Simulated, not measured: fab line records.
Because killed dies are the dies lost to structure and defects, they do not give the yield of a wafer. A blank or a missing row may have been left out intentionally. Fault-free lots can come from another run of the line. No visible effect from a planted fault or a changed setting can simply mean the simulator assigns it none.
fab line records -- flow sky130
record: lots: 6, wafers: 18, last_day: 50
route steps=708 shown CONTACT@413 METAL1@434 PAD_OPEN@708
lots that met no fault: from a run of the same line without faults
start_h: start of the lot's first displayed wafer, in hours after the record's first day -- wait_h: how many hours have passed since the lot's step before this one -- " repeats the value in the row above -- L1.1+2: one row covering several wafers at once -- - no value, or no start was given -- * or withheld: withheld -- < > ~ a bound
route shown NAME@n: names a module that has steps shown in the file, with the first one's number in the route -- usual: average and standard deviation across the fault-free wafers -- same: alike in all rows -- chamber/n: place in a boat -- sites: the reading at each site -- _std_site: standard deviation across them -- _edge_site: the outer-site mean with the inner-site mean subtracted -- radius_mm: how far each site lies from the wafer's centre -- mask NAME#n: copy n -- behind: the tool/chamber that last shaped the wafer -- hold: cause of the lot's hold/its duration in hours/its outcome -- device: the n, p or np transistor that did not switch -- end of line: tests of these same wafers at the route's end -- a step given without rows: its recipe and nothing more -- killed: dies that structure and defects cost at the first sort, which is not the same as the wafer's yield -- map: shows each die of a wafer: x if killed, . if not, _ if none is there
set.NAME: the setting as run; set.NAME@STEP: as run at that earlier step -- model.NAME: the simulator's own value behind a step, which no gauge read
lots seen at some steps along the route; tables by step, rows by wafer
services: when a tool's chamber went out of use (start_h, in hours from the record's first day, below 0 if earlier), for how many hours, and the reason
== steps ==
step: SKY_CONTACT_HMDS_07
recipe: prime_time_s: 60, prime_temp_c: 120
step: SKY_CONTACT_COAT_08
recipe: resist: BARC, temp_c: withheld, time_s: withheld, spin_rpm: 3000, resist_thk_nm: 60
step: SKY_CONTACT_COAT_09
recipe: resist: KrF-thick, spin_rpm: 3000, resist_thk_nm: 450
step: SKY_CONTACT_SOFTBAKE_10
recipe: temp_c: 100, time_s: 90, resist: KrF-thick
step: SKY_CONTACT_EXPOSE_11
recipe: mask_id: CTM1, na: 0.8, source_shape: annular, sigma_inner: 0.55, sigma_outer: 0.85, target_cd_nm: 170, dose_mj: 38
step: SKY_CONTACT_PEB_12
recipe: peb_temp_c: withheld, peb_time_s: withheld, resist: KrF-thick
step: SKY_CONTACT_DEVELOP_13
recipe: develop_time_s: 60, resist: KrF-thick, dev_temp_c: 21
step: SKY_CONTACT_CD_MEAS_14
recipe: target_cd_nm: 170
usual: cd_nm: 169.9/1.3
lot.wafer,tool,chamber,start_h,wait_h,cd_nm
L310.1,cd_sem-02,-,752.84,-,168.9
L310.2,cd_sem-02,-,752.84,-,169.3
L310.5,cd_sem-02,-,752.84,-,167.9
L313.4,cd_sem-02,-,760.19,-,171.2
L313.5,cd_sem-02,-,760.19,-,171.0
L313.6,cd_sem-02,-,760.19,-,171.3
L326.2,cd_sem-02,-,857.45,-,170.1
L326.3,cd_sem-02,-,857.45,-,168.4
L326.4,cd_sem-02,-,857.45,-,169.6
L325.2,cd_sem-02,-,862.63,-,170.0
L325.4,cd_sem-02,-,862.63,-,168.9
L325.5,cd_sem-02,-,862.63,-,169.7
L328.2,cd_sem-01,-,874.68,-,171.1
L328.3,cd_sem-01,-,874.68,-,170.7
L328.4,cd_sem-01,-,874.68,-,170.1
L332.3,cd_sem-02,-,902.27,-,170.5
L332.5,cd_sem-02,-,902.27,-,167.3
L332.6,cd_sem-02,-,902.27,-,169.5
step: SKY_CONTACT_OVL_MEAS_15
usual: CONTACT_OVL: -2/5.9
lot.wafer,tool,chamber,start_h,wait_h,CONTACT_OVL[nm]
L310.1,overlay-02,-,752.96,0.1,-9
L310.2,overlay-02,-,752.96,0.1,-2
L310.5,overlay-02,-,752.96,0.1,-11
L313.4,overlay-02,-,760.27,0.1,3
L313.5,overlay-02,-,760.27,0.1,-4
L313.6,overlay-02,-,760.27,0.1,2
L326.2,overlay-02,-,857.56,0.1,4
L326.3,overlay-02,-,857.56,0.1,-7
L326.4,overlay-02,-,857.56,0.1,2
L325.2,overlay-01,-,862.74,0.1,-11
L325.4,overlay-01,-,862.74,0.1,-11
L325.5,overlay-01,-,862.74,0.1,-3
L328.2,overlay-02,-,874.79,0.1,20
L328.3,overlay-02,-,874.79,0.1,-1
L328.4,overlay-02,-,874.79,0.1,6
L332.3,overlay-02,-,902.37,0.1,-8
L332.5,overlay-02,-,902.37,0.1,-4
L332.6,overlay-02,-,902.37,0.1,5
step: SKY_CONTACT_ETCH_16
recipe: chemistry: N2/H2, target: BARC, ion_energy_ev: 200, source_w: 500, bias_w: 100, pressure_mtorr: 30, n2_flow_sccm: 100, h2_flow_sccm: 200, stop_on: SiO2, time_s: 45.9, target_depth_a: 600
step: SKY_CONTACT_ETCH_17
recipe: target: SiO2, chemistry: C4F8/O2/Ar, stop_on: Si3N4, mask_material: KrF-thick, source_w: 1500, bias_w: 1200, pressure_mtorr: 40, c4f8_flow_sccm: withheld, O2_flow_sccm: 6, Ar_flow_sccm: 300, time_s: withheld, target_depth_a: 3400
step: SKY_CONTACT_ETCH_18
recipe: target: Si3N4, chemistry: CHF3/O2, stop_on: TiN, source_w: 600, bias_w: 200, pressure_mtorr: 40, chf3_flow_sccm: 50, O2_flow_sccm: 5, time_s: 39, target_depth_a: 750
step: SKY_CONTACT_STRIP_19
recipe: chemistry: O2/N2, power_w: 1400, pressure_mtorr: 1500, platen_temp_c: withheld, o2_flow_sccm: 3000, n2_flow_sccm: 300, overash_fraction: 0.5
usual: drypump_motor_current_A: 5.85/0.29, n2_flow_sccm: 300.1/0.98, oes_product_au: 0.380/0.0049, strip_time_to_endpoint_s: 3.62/0.03
lot.wafer,tool,chamber,start_h,wait_h,drypump_motor_current_A,n2_flow_sccm,oes_product_au,rf_hours_counter_h,strip_time_to_endpoint_s
L310.1,plasma_asher-03,0,753.13,-,6.05,301.5,0.371,0,3.66
L310.2,plasma_asher-03,1,753.13,-,5.31,299.3,0.380,0,3.61
L310.5,plasma_asher-03,0,753.13,-,6.11,301.2,0.374,-,3.60
L313.4,plasma_asher-02,0,760.45,-,5.83,300.4,0.384,-,3.59
L313.5,plasma_asher-02,0,760.45,-,5.86,300.9,0.382,-,3.58
L313.6,plasma_asher-02,1,760.45,-,5.72,299.2,0.388,-,3.58
L326.2,plasma_asher-03,0,857.72,-,6.07,302.1,0.385,10,3.60
L326.3,plasma_asher-03,1,857.72,-,5.34,301.0,0.379,-,3.60
L326.4,plasma_asher-03,0,857.72,-,6.08,301.2,0.381,-,3.68
L325.2,plasma_asher-03,0,862.90,-,6.04,300.0,0.377,11,3.57
L325.4,plasma_asher-03,0,862.90,-,6.06,298.6,0.384,-,3.60
L325.5,plasma_asher-03,1,862.90,-,5.33,300.8,0.375,-,3.59
L328.2,plasma_asher-01,1,874.95,-,6.20,301.6,0.380,45,3.66
L328.3,plasma_asher-01,0,874.95,-,5.89,299.2,0.380,-,3.62
L328.4,plasma_asher-01,1,874.95,-,6.22,301.2,0.381,-,3.63
L332.3,plasma_asher-02,0,902.56,-,5.85,301.1,0.381,-,3.62
L332.5,plasma_asher-02,0,902.56,-,5.84,300.2,0.382,-,3.64
L332.6,plasma_asher-02,1,902.56,-,5.75,300.6,0.379,-,3.56
step: SKY_CONTACT_STRIP_20
recipe: chemistry: post_etch_residue_remover, time_s: 1200, temp_c: 72.5
step: SKY_CONTACT_CLEAN_21
recipe: chemistry: IPA, time_s: 180, temp_c: 25
step: SKY_CONTACT_CLEAN_22
recipe: chemistry: O3/DIW, dry: n2_spin
step: SKY_CONTACT_SPUTTER_23
recipe: material: TiN, target_thk_nm: 20, chamber_pressure_pa: 5, power_w: 4000, time_s: 80
usual: throttle_valve_pct: 29.9/1.4
lot.wafer,tool,chamber,start_h,wait_h,throttle_valve_pct
L310.1,pvd_sputter-04,-,753.81,0.0,27.1
L310.2,pvd_sputter-04,-,753.81,0.0,30.6
L310.5,pvd_sputter-04,-,753.81,0.0,26.8
L313.4,pvd_sputter-03,-,761.01,0.0,29.3
L313.5,pvd_sputter-03,-,761.01,0.0,29.7
L313.6,pvd_sputter-03,-,761.01,0.0,31.0
L326.2,pvd_sputter-02,-,858.32,0.0,27.9
L326.3,pvd_sputter-02,-,858.32,0.0,31.6
L326.4,pvd_sputter-02,-,858.32,0.0,29.9
L325.2,pvd_sputter-02,-,863.53,0.0,31.5
L325.4,pvd_sputter-02,-,863.53,0.0,30.3
L325.5,pvd_sputter-02,-,863.53,0.0,30.0
L328.2,pvd_sputter-02,-,875.54,0.0,29.8
L328.3,pvd_sputter-02,-,875.54,0.0,30.1
L328.4,pvd_sputter-02,-,875.54,0.0,27.9
L332.3,pvd_sputter-04,-,903.21,0.0,27.0
L332.5,pvd_sputter-04,-,903.21,0.0,30.2
L332.6,pvd_sputter-04,-,903.21,0.0,32.1
step: SKY_CONTACT_CVD_24
recipe: material: W, target_thk_nm: 340, time_s: 102.12, temp_c: 400, pressure_torr: 40
usual: heater_power_w: 938/110, susceptor_temp_C: 399.99/0.23
lot.wafer,tool,chamber,start_h,wait_h,heater_power_w,susceptor_temp_C
L310.1,cvd_w-01,0,753.87,0.0,811,399.82
L310.2,cvd_w-01,1,753.87,0.0,1020,400.30
L310.5,cvd_w-01,0,753.87,0.0,791,399.78
L313.4,cvd_w-01,1,761.18,0.1,1033,399.98
L313.5,cvd_w-01,1,761.18,0.1,1007,400.47
L313.6,cvd_w-01,1,761.18,0.1,1017,399.46
L326.2,cvd_w-01,0,858.38,0.0,803,400.06
L326.3,cvd_w-01,0,858.38,0.0,798,400.13
L326.4,cvd_w-01,1,858.38,0.0,1051,399.79
L325.2,cvd_w-01,1,863.59,0.0,1036,399.98
L325.4,cvd_w-01,1,863.59,0.0,1042,399.75
L325.5,cvd_w-01,0,863.59,0.0,803,400.01
L328.2,cvd_w-01,1,875.61,0.0,1019,399.73
L328.3,cvd_w-01,0,875.61,0.0,809,400.11
L328.4,cvd_w-01,1,875.61,0.0,1016,400.00
L332.3,cvd_w-01,0,903.30,0.1,806,400.08
L332.5,cvd_w-01,1,903.30,0.1,1067,400.15
L332.6,cvd_w-01,0,903.30,0.1,795,399.83
step: SKY_CONTACT_RS_MEAS_25
recipe: thk_meas_gauge: four-point-probe, reads: W_of_CONTACT_CVD_24+TiN_of_CONTACT_SPUTTER_23
usual: CONTACT_W_RS: 0.331/0.0069
lot.wafer,tool,chamber,start_h,wait_h,CONTACT_W_RS[ohm/sq]
L310.1,film_metro-01,-,753.98,0.1,0.332
L310.2,film_metro-01,-,753.98,0.1,0.323
L310.5,film_metro-01,-,753.98,0.1,0.334
L313.4,film_metro-02,-,761.35,0.1,0.324
L313.5,film_metro-02,-,761.35,0.1,0.329
L313.6,film_metro-02,-,761.35,0.1,0.327
L326.2,film_metro-01,-,858.51,0.1,0.329
L326.3,film_metro-01,-,858.51,0.1,0.330
L326.4,film_metro-01,-,858.51,0.1,0.322
L325.2,film_metro-04,-,863.72,0.1,0.320
L325.4,film_metro-04,-,863.72,0.1,0.323
L325.5,film_metro-04,-,863.72,0.1,0.331
L328.2,film_metro-01,-,875.74,0.1,0.322
L328.3,film_metro-01,-,875.74,0.1,0.336
L328.4,film_metro-01,-,875.74,0.1,0.324
L332.3,film_metro-04,-,903.42,0.1,0.330
L332.5,film_metro-04,-,903.42,0.1,0.316
L332.6,film_metro-04,-,903.42,0.1,0.328
step: SKY_CONTACT_THK_MEAS_26
recipe: thk_meas_gauge: xrf, reads: W_of_CONTACT_CVD_24
usual: CONTACT_W_THK: 350/7.9
lot.wafer,tool,chamber,start_h,wait_h,CONTACT_W_THK[nm]
L310.1,film_metro-01,-,754.10,0.1,351
L310.2,film_metro-01,-,754.10,0.1,363
L310.5,film_metro-01,-,754.10,0.1,350
L313.4,film_metro-02,-,761.44,0.1,357
L313.5,film_metro-02,-,761.44,0.1,350
L313.6,film_metro-02,-,761.44,0.1,351
L326.2,film_metro-01,-,858.62,0.1,351
L326.3,film_metro-01,-,858.62,0.1,350
L326.4,film_metro-01,-,858.62,0.1,358
L325.2,film_metro-04,-,863.83,0.1,363
L325.4,film_metro-04,-,863.83,0.1,360
L325.5,film_metro-04,-,863.83,0.1,354
L328.2,film_metro-01,-,875.85,0.1,359
L328.3,film_metro-01,-,875.85,0.1,343
L328.4,film_metro-01,-,875.85,0.1,358
L332.3,film_metro-04,-,903.52,0.1,349
L332.5,film_metro-04,-,903.52,0.1,368
L332.6,film_metro-04,-,903.52,0.1,351
step: SKY_CONTACT_CMP_27
recipe: stop_on: SiO2, t_overpolish_s: 15, down_force_psi: 3.5, platen_rpm: 60, target_thk_nm: 0, pad_velocity_m_s: 0.94248
step: SKY_METAL1_SPUTTER_00
recipe: material: Ti, target_thk_nm: 15, power_w: 3000, time_s: 10, chamber_pressure_pa: 0.4
step: SKY_METAL1_SPUTTER_01
recipe: material: TiN, target_thk_nm: 20, power_w: 6500, time_s: 16.7, chamber_pressure_pa: 0.4
step: SKY_METAL1_SPUTTER_02
recipe: material: AlCu, target_thk_nm: 250, power_w: 10600, time_s: 13.3, chamber_pressure_pa: 0.4
usual: throttle_valve_pct: 29.8/1.4
lot.wafer,tool,chamber,start_h,wait_h,throttle_valve_pct
L310.1,pvd_sputter-03,-,754.50,0.0,29.3
L310.2,pvd_sputter-03,-,754.50,0.0,29.5
L310.5,pvd_sputter-03,-,754.50,0.0,29.6
L313.4,pvd_sputter-04,-,761.82,0.0,26.9
L313.5,pvd_sputter-04,-,761.82,0.0,26.6
L313.6,pvd_sputter-04,-,761.82,0.0,32.1
L326.2,pvd_sputter-03,-,859.02,0.0,29.8
L326.3,pvd_sputter-03,-,859.02,0.0,31.1
L326.4,pvd_sputter-03,-,859.02,0.0,29.4
L325.2,pvd_sputter-04,-,864.22,0.0,30.6
L325.4,pvd_sputter-04,-,864.22,0.0,30.3
L325.5,pvd_sputter-04,-,864.22,0.0,32.2
L328.2,pvd_sputter-01,-,876.24,0.0,29.5
L328.3,pvd_sputter-01,-,876.24,0.0,28.8
L328.4,pvd_sputter-01,-,876.24,0.0,30.9
L332.3,pvd_sputter-01,-,903.91,0.0,28.6
L332.5,pvd_sputter-01,-,903.91,0.0,30.8
L332.6,pvd_sputter-01,-,903.91,0.0,28.8
step: SKY_METAL1_SPUTTER_03
recipe: material: Ti, target_thk_nm: 5, power_w: 3000, time_s: 3.3, chamber_pressure_pa: 0.4
usual: throttle_valve_pct: 29.8/1.3
lot.wafer,tool,chamber,start_h,wait_h,throttle_valve_pct
L310.1,pvd_sputter-03,-,754.53,0.0,29.2
L310.2,pvd_sputter-03,-,754.53,0.0,29.3
L310.5,pvd_sputter-03,-,754.53,0.0,29.8
L313.4,pvd_sputter-04,-,761.85,0.0,26.8
L313.5,pvd_sputter-04,-,761.85,0.0,27.0
L313.6,pvd_sputter-04,-,761.85,0.0,32.1
L326.2,pvd_sputter-03,-,859.04,0.0,29.8
L326.3,pvd_sputter-03,-,859.04,0.0,31.1
L326.4,pvd_sputter-03,-,859.04,0.0,29.0
L325.2,pvd_sputter-04,-,864.25,0.0,30.8
L325.4,pvd_sputter-04,-,864.25,0.0,30.1
L325.5,pvd_sputter-04,-,864.25,0.0,31.8
L328.2,pvd_sputter-01,-,876.27,0.0,29.2
L328.3,pvd_sputter-01,-,876.27,0.0,28.6
L328.4,pvd_sputter-01,-,876.27,0.0,30.9
L332.3,pvd_sputter-01,-,903.93,0.0,28.7
L332.5,pvd_sputter-01,-,903.93,0.0,30.6
L332.6,pvd_sputter-01,-,903.93,0.0,28.7
step: SKY_METAL1_SPUTTER_04
recipe: material: TiN, target_thk_nm: 70, power_w: 6500, time_s: 58.3, chamber_pressure_pa: 0.4
usual: throttle_valve_pct: 29.8/1.3
lot.wafer,tool,chamber,start_h,wait_h,throttle_valve_pct
L310.1,pvd_sputter-03,-,754.55,0.0,29.5
L310.2,pvd_sputter-03,-,754.55,0.0,29.2
L310.5,pvd_sputter-03,-,754.55,0.0,29.7
L313.4,pvd_sputter-04,-,761.87,0.0,26.8
L313.5,pvd_sputter-04,-,761.87,0.0,27.2
L313.6,pvd_sputter-04,-,761.87,0.0,32.3
L326.2,pvd_sputter-03,-,859.06,0.0,29.7
L326.3,pvd_sputter-03,-,859.06,0.0,31.2
L326.4,pvd_sputter-03,-,859.06,0.0,29.5
L325.2,pvd_sputter-04,-,864.27,0.0,30.4
L325.4,pvd_sputter-04,-,864.27,0.0,30.4
L325.5,pvd_sputter-04,-,864.27,0.0,31.9
L328.2,pvd_sputter-01,-,876.29,0.0,29.4
L328.3,pvd_sputter-01,-,876.29,0.0,28.4
L328.4,pvd_sputter-01,-,876.29,0.0,30.9
L332.3,pvd_sputter-01,-,903.95,0.0,28.7
L332.5,pvd_sputter-01,-,903.95,0.0,30.9
L332.6,pvd_sputter-01,-,903.95,0.0,28.7
step: SKY_METAL1_RS_MEAS_05
recipe: thk_meas_gauge: four-point-probe, reads: TiN_of_METAL1_SPUTTER_04+Ti_of_METAL1_SPUTTER_03+AlCu_of_METAL1_SPUTTER_02+TiN_of_METAL1_SPUTTER_01+Ti_of_METAL1_SPUTTER_00
usual: METAL1_ALCU_RS: 0.1265/0.0012
lot.wafer,tool,chamber,start_h,wait_h,METAL1_ALCU_RS[ohm/sq]
L310.1,film_metro-04,-,754.60,0.0,0.1256
L310.2,film_metro-04,-,754.60,0.0,0.1262
L310.5,film_metro-04,-,754.60,0.0,0.1247
L313.4,film_metro-02,-,761.97,0.1,0.1250
L313.5,film_metro-02,-,761.97,0.1,0.1252
L313.6,film_metro-02,-,761.97,0.1,0.1263
L326.2,film_metro-03,-,859.13,0.0,0.1263
L326.3,film_metro-03,-,859.13,0.0,0.1268
L326.4,film_metro-03,-,859.13,0.0,0.1264
L325.2,film_metro-02,-,864.34,0.0,0.1278
L325.4,film_metro-02,-,864.34,0.0,0.1254
L325.5,film_metro-02,-,864.34,0.0,0.1264
L328.2,film_metro-03,-,876.36,0.0,0.1268
L328.3,film_metro-03,-,876.36,0.0,0.1257
L328.4,film_metro-03,-,876.36,0.0,0.1258
L332.3,film_metro-02,-,904.04,0.1,0.1283
L332.5,film_metro-02,-,904.04,0.1,0.1264
L332.6,film_metro-02,-,904.04,0.1,0.1283
step: SKY_METAL1_THK_MEAS_06
recipe: thk_meas_gauge: xrf, reads: AlCu_of_METAL1_SPUTTER_02
usual: METAL1_ALCU_THK: 250.2/2.6
lot.wafer,tool,chamber,start_h,wait_h,METAL1_ALCU_THK[nm]
L310.1,film_metro-04,-,754.72,0.1,251.2
L310.2,film_metro-04,-,754.72,0.1,248.9
L310.5,film_metro-04,-,754.72,0.1,251.9
L313.4,film_metro-02,-,762.06,0.1,253.4
L313.5,film_metro-02,-,762.06,0.1,253.4
L313.6,film_metro-02,-,762.06,0.1,251.4
L326.2,film_metro-03,-,859.24,0.1,253.1
L326.3,film_metro-03,-,859.24,0.1,251.2
L326.4,film_metro-03,-,859.24,0.1,252.9
L325.2,film_metro-02,-,864.45,0.1,246.7
L325.4,film_metro-02,-,864.45,0.1,251.0
L325.5,film_metro-02,-,864.45,0.1,250.1
L328.2,film_metro-03,-,876.47,0.1,252.2
L328.3,film_metro-03,-,876.47,0.1,254.2
L328.4,film_metro-03,-,876.47,0.1,250.4
L332.3,film_metro-02,-,904.14,0.1,247.2
L332.5,film_metro-02,-,904.14,0.1,248.3
L332.6,film_metro-02,-,904.14,0.1,248.1
step: SKY_METAL1_DEHYDRATE_07
recipe: temp_c: 200, time_s: 60
step: SKY_METAL1_HMDS_08
recipe: prime_time_s: 60, prime_temp_c: 120
step: SKY_METAL1_COAT_09
recipe: resist: BARC, temp_c: withheld, time_s: withheld, spin_rpm: 3000, resist_thk_nm: 60
step: SKY_METAL1_COAT_10
recipe: resist: KrF-thick, spin_rpm: 3000, resist_thk_nm: 450
step: SKY_METAL1_SOFTBAKE_11
recipe: temp_c: 100, time_s: 90, resist: KrF-thick
step: SKY_METAL1_EXPOSE_12
recipe: mask_id: MM1, na: 0.8, source_shape: annular, sigma_inner: 0.55, sigma_outer: 0.85, target_cd_nm: 140, dose_mj: 28
step: SKY_METAL1_PEB_13
recipe: peb_temp_c: withheld, peb_time_s: withheld, resist: KrF-thick
step: SKY_METAL1_DEVELOP_14
recipe: develop_time_s: 60, resist: KrF-thick, dev_temp_c: 21
step: SKY_METAL1_CD_MEAS_15
recipe: target_cd_nm: 140
usual: cd_nm: 139.2/1.7
lot.wafer,tool,chamber,start_h,wait_h,cd_nm
L310.1,cd_sem-02,-,781.09,-,139.3
L310.2,cd_sem-02,-,781.09,-,137.3
L310.5,cd_sem-02,-,781.09,-,136.9
L313.4,cd_sem-02,-,789.17,-,139.1
L313.5,cd_sem-02,-,789.17,-,138.3
L313.6,cd_sem-02,-,789.17,-,138.1
L326.2,cd_sem-02,-,884.78,-,140.3
L326.3,cd_sem-02,-,884.78,-,141.0
L326.4,cd_sem-02,-,884.78,-,140.7
L325.2,cd_sem-02,-,889.68,-,140.2
L325.4,cd_sem-02,-,889.68,-,139.9
L325.5,cd_sem-02,-,889.68,-,138.5
L328.2,cd_sem-01,-,900.33,-,136.3
L328.3,cd_sem-01,-,900.33,-,136.1
L328.4,cd_sem-01,-,900.33,-,136.9
L332.3,cd_sem-01,-,928.10,-,139.3
L332.5,cd_sem-01,-,928.10,-,137.3
L332.6,cd_sem-01,-,928.10,-,138.9
step: SKY_METAL1_OVL_MEAS_16
usual: METAL1_OVL: 4/4.2
lot.wafer,tool,chamber,start_h,wait_h,METAL1_OVL[nm]
L310.1,overlay-01,-,781.21,0.1,1
L310.2,overlay-01,-,781.21,0.1,2
L310.5,overlay-01,-,781.21,0.1,5
L313.4,overlay-01,-,789.25,0.1,-1
L313.5,overlay-01,-,789.25,0.1,1
L313.6,overlay-01,-,789.25,0.1,-1
L326.2,overlay-02,-,884.89,0.1,4
L326.3,overlay-02,-,884.89,0.1,8
L326.4,overlay-02,-,884.89,0.1,1
L325.2,overlay-01,-,889.79,0.1,3
L325.4,overlay-01,-,889.79,0.1,7
L325.5,overlay-01,-,889.79,0.1,5
L328.2,overlay-02,-,900.44,0.1,-1
L328.3,overlay-02,-,900.44,0.1,2
L328.4,overlay-02,-,900.44,0.1,-2
L332.3,overlay-02,-,928.19,0.1,10
L332.5,overlay-02,-,928.19,0.1,4
L332.6,overlay-02,-,928.19,0.1,10
step: SKY_METAL1_DESCUM_17
recipe: chemistry: O2, source_power_w: 150, bias_power_w: 0, pressure_mtorr: 10, temp_c: 40, time_s: 8
step: SKY_METAL1_ETCH_18
recipe: chemistry: N2/H2, target: BARC, ion_energy_ev: 200, bias_w: 100, pressure_mtorr: 30, n2_flow_sccm: 100, h2_flow_sccm: 200, icp_w: 500, stop_on: SiO2, time_s: 45.9, target_depth_a: 600
step: SKY_METAL1_METAL_ETCH_19
recipe: target_depth_a: 3600, stop_on: SiO2, over_etch_frac: 0.3, time_s: 78, chemistry: Cl2/BCl3, resist_sidewall_deg: 88, pressure_mtorr: 10, icp_w: 900, bias_w: 48.5, Cl2_flow_sccm: 60, bcl3_flow_sccm: 30
step: SKY_METAL1_STRIP_20
recipe: chemistry: O2/N2, power_w: 1400, pressure_mtorr: 1500, platen_temp_c: withheld, o2_flow_sccm: 3000, n2_flow_sccm: 300, overash_fraction: 0.5
step: SKY_PAD_OPEN_PROBE_99
usual: killed_at_M0_to_M3: 43/7.3, killed_at_M4_up: 3.1/1.7, killed_at_contacts: 25/5.3, killed_at_front_end: 15/4.3, killed_at_other: 0.2/0.54, killed_dies: 87/10, killed_on_rim: 17/3.9, killed_open: 48/7.6, killed_short: 38/6.1
same: gross_dies: 492, killed_at_back_side: 0
lot.wafer,tool,chamber,start_h,wait_h,killed_at_M0_to_M3,killed_at_M4_up,killed_at_contacts,killed_at_front_end,killed_at_other,killed_dies,killed_on_rim,killed_open,killed_short
L326.2,prober-01,-,1169.36,0.1,37,2,70,13,0,122,19,41,30
L326.3,prober-01,-,1169.41,0.2,45,3,27,13,1,89,18,52,37
L326.4,prober-01,-,1169.46,0.2,43,0,76,13,0,132,23,47,28
L325.2,prober-02,-,1171.72,0.1,34,4,71,16,0,125,18,46,28
L325.4,prober-02,-,1171.82,0.2,48,3,67,17,0,135,23,43,44
L325.5,prober-02,-,1171.87,0.2,38,2,29,15,0,84,18,52,32
killed by level:class
L326.2 CONTACT:unspecified=51 VIA1:geometric_particle:open=10 VIA3:geometric_particle:open=7 CONTACT:geometric_particle:short=6 CONTACT:geometric_particle:open=5 METAL2:geometric_particle:short=5 POLY_GATE:geometric_particle:open=4 LI_CONTACT:geometric_particle:open=4
L326.3 VIA1:geometric_particle:open=12 LI_CONTACT:geometric_particle:open=11 VIA3:geometric_particle:open=11 METAL2:geometric_particle:short=5 FIELD_ISO:geometric_particle:open=4 LOCAL_INTERCONNECT:geometric_particle:short=4 CONTACT:geometric_particle:short=4 CONTACT:geometric_particle:open=4
L326.4 CONTACT:unspecified=57 CONTACT:geometric_particle:open=11 METAL2:geometric_particle:short=9 VIA1:geometric_particle:open=9 VIA2:geometric_particle:open=7 VIA3:geometric_particle:open=6 LI_CONTACT:geometric_particle:open=4 VIA1:geometric_particle:short=3
L325.2 CONTACT:unspecified=51 VIA1:geometric_particle:open=10 LI_CONTACT:geometric_particle:open=9 POLY_GATE:geometric_particle:short=6 CONTACT:geometric_particle:open=6 METAL1:geometric_particle:short=6 FIELD_ISO:geometric_particle:open=5 VIA3:geometric_particle:open=4
L325.4 CONTACT:unspecified=48 VIA1:geometric_particle:open=12 METAL1:geometric_particle:short=10 CONTACT:geometric_particle:open=8 METAL2:geometric_particle:short=8 POLY_GATE:geometric_particle:short=7 LI_CONTACT:geometric_particle:open=6 FIELD_ISO:geometric_particle:short=5
L325.5 CONTACT:geometric_particle:open=11 LI_CONTACT:geometric_particle:open=7 VIA2:geometric_particle:open=7 VIA1:geometric_particle:open=7 VIA1:geometric_particle:short=6 METAL1:geometric_particle:short=6 FIELD_ISO:geometric_particle:open=5 CONTACT:geometric_particle:short=4
map L325.4 (x killed, . not)
__________.....x...._________
________.............x_______
______..x.x...x..xxxx..._____
_____..x.......x....x....____
____.x...........x........___
___.....x...x..............__
__x....x.x.......xx..x.....x_
_.x......x.............x.x...
_.........x.....x..x.......x.
_x...x.xx..x......x.......x..
_.x..x......x....x..x........
_....xx....xx...x..x......x..
_..xxxxxx.x...xx..x........x.
_.xxxxxxxx.x.x...x.........x.
_.xxxxxxxxxx......x...x......
__xxxxxxxxx.x..xx........x.x_
___xxxxxxxxx..x...x..x.....__
____xxxxxx...x...xx.......___
_____xxxxx..xx...x.......____
______...............x.._____
________........x.x.xx_______
__________.....xx..._________
map L326.4 (x killed, . not)
__________.........._________
________.............._______
______.x.......x...x...x_____
_____.....xxx.......x....____
____......x..x............___
___.....x.....x........x.x.__
__.........x....x..........x_
_.x.x.......xx.x.....xx....x.
_..x............x...x........
_...............xx......x....
_...x....xxx..x.......x...x..
_...xxxx..x.xx....x....x.x.x.
_x.xxxxxxxxxx......x.........
_..xxxxxxxx.x.x..x...........
_xxxxxxxxxxx......x........x.
__xxxxxxxxx..x.......x......_
___xxxxxxxx.......x..x.x...__
____xxxxxx.x....x.........___
_____xxxxx.....x.........____
______.x..x....x....x..._____
________xx.x.x.x......_______
__________..x.....x._________
== services ==
tool,chamber,start_h,hours,kind
plasma_asher-03,-,730.11,2.8,pm
plasma_asher-03,-,733.75,9.0,pm
plasma_asher-03,0,733.75,12.5,vent_cycle
plasma_asher-03,1,733.75,12.5,vent_cycle
plasma_asher-03,-,737.85,8.4,repair
plasma_asher-03,0,742.75,-,clean
plasma_asher-03,1,742.75,-,clean
cvd_w-01,0,755.52,10.2,repair
plasma_asher-02,-,766.52,1.3,repair
cvd_w-01,-,779.08,6.9,pm
plasma_asher-03,-,829.64,5.9,repair
plasma_asher-01,-,834.80,2.2,repair
plasma_asher-02,-,851.03,0.5,repair
plasma_asher-02,-,861.75,1.2,repair
pvd_sputter-03,-,869.83,7.2,repair
cvd_w-01,-,888.48,6.0,pm
== key ==
first_sign: step: SKY_PAD_OPEN_PROBE_99, reading: killed_at_contacts, direction: up, sigmas: 8.6, usual: 25, struck: 71
effect: step: SKY_PAD_OPEN_PROBE_99, reading: killed_dies, direction: up, sigmas: 4.1, usual: 87, struck: 128
met_at SKY_CONTACT_STRIP_19
struck_wafers L325.2,L325.4,L326.2,L326.4
tester_left_out L325,L326
onset_between 753.13 857.72
fault: kind: chamber_particle_source, tool: plasma_asher-03, chamber: 0, onset_h: 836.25, steps: SKY_CONTACT_STRIP_19, rate_per_visit_cm2: 0.99731, end_h: 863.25
tester_left_out: of these lots the tester's yield and bins aren't shown, on N5 and GAA mostly nor the transistor test; their killed dies are dies lost to structure and defects alone, not to doping, threshold or leakage, so they don't give the yield
